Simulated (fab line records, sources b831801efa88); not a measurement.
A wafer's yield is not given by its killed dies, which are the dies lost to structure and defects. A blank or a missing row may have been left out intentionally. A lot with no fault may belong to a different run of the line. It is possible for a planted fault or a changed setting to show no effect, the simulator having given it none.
A struck lot beside a sound one ; flow gf180mcu ; 14 steps out of a route of 602
Sound: the wafers L880.1, L880.3, L880.5. Struck: wafers L870.1, L870.3, L870.5. The cause is named last.
Per side, at each step with rows, come the tool, then ch with its chambers, and then its first start. Under that, the readings that differ: sound wafers ; struck wafers ; difference of the means ; sigmas: that difference in standard deviations of wafers without a fault.
alike: readings whose means differ by less than 2 such deviations, and words and numbers that are the same on both sides. not compared: withheld readings, readings that some wafer has no value for, bounds like >300 that may hide the same value, and numbers for which the record gives no deviation and whose values overlap.
Wherever a step has rows on one side only, a row that says differs or no value, or a row with sigmas, the two part there. Non-overlapping numbers with no deviation appear without sigmas and do not part them. Lack of a reading on every wafer of one side parts them only where that side has two or more wafers.

first, 1 step without rows for these wafers: GF_NSD_DEVELOP_06 (develop time 60 s).
GF_NSD_CD_MEAS_07: target cd 400 nm.
  struck on cd_sem-02, day 16 02:03; sound on cd_sem-02, day 19 10:18
  alike: cd_nm
GF_NSD_OVL_MEAS_08:
  struck on overlay-01, day 16 02:10; sound on overlay-02, day 19 10:25
  alike: NSD_OVL
then, 2 steps without rows for these wafers: GF_NSD_IMPLANT_09; GF_NSD_IMPLANT_10.
GF_NSD_STRIP_11: strips in O2/N2.
  sound on plasma_asher-04 ch 0,1, day 19 10:46; struck on plasma_asher-04 ch 0,1, day 16 02:30
  alike: drypump_motor_current_A, heater_power_w, n2_flow_sccm, oes_product_au, strip_time_to_endpoint_s
  not compared: rf_hours_counter_h
GF_NSD_TW_MEAS_12:
  struck on film_metro-04, day 16 02:36; sound on film_metro-02, day 19 10:52
reading;sound;struck;difference;sigmas
NSD_TW;4198 4200 4195;4267 4261 4287;+74;+2
then, 5 steps without rows for these wafers: GF_PSD_DEHYDRATE_00 (time 60 s); GF_PSD_HMDS_01 (prime time 60 s); GF_PSD_COAT_02 (resist thk 1000 nm); GF_PSD_SOFTBAKE_03 (time 60 s); GF_PSD_EXPOSE_04 (exposes mask Pplus, target cd 400 nm).
GF_PSD_PEB_05:
  struck on litho_track-03, day 16 23:39; sound on litho_track-02 ch 0, day 20 10:32
reading;sound;struck;difference;sigmas
exhaust_pa (Pa);45.3 45.2 44.5;- - -;no value on the struck wafers;
  not compared: chill_plate_temp_C
then, 1 step without rows for these wafers: GF_PSD_DEVELOP_06 (develop time 60 s).

## WHERE THEY PART
Earliest at GF_NSD_TW_MEAS_12; latest, in this record, at GF_PSD_PEB_05.

WHY: what had been put in by the simulator
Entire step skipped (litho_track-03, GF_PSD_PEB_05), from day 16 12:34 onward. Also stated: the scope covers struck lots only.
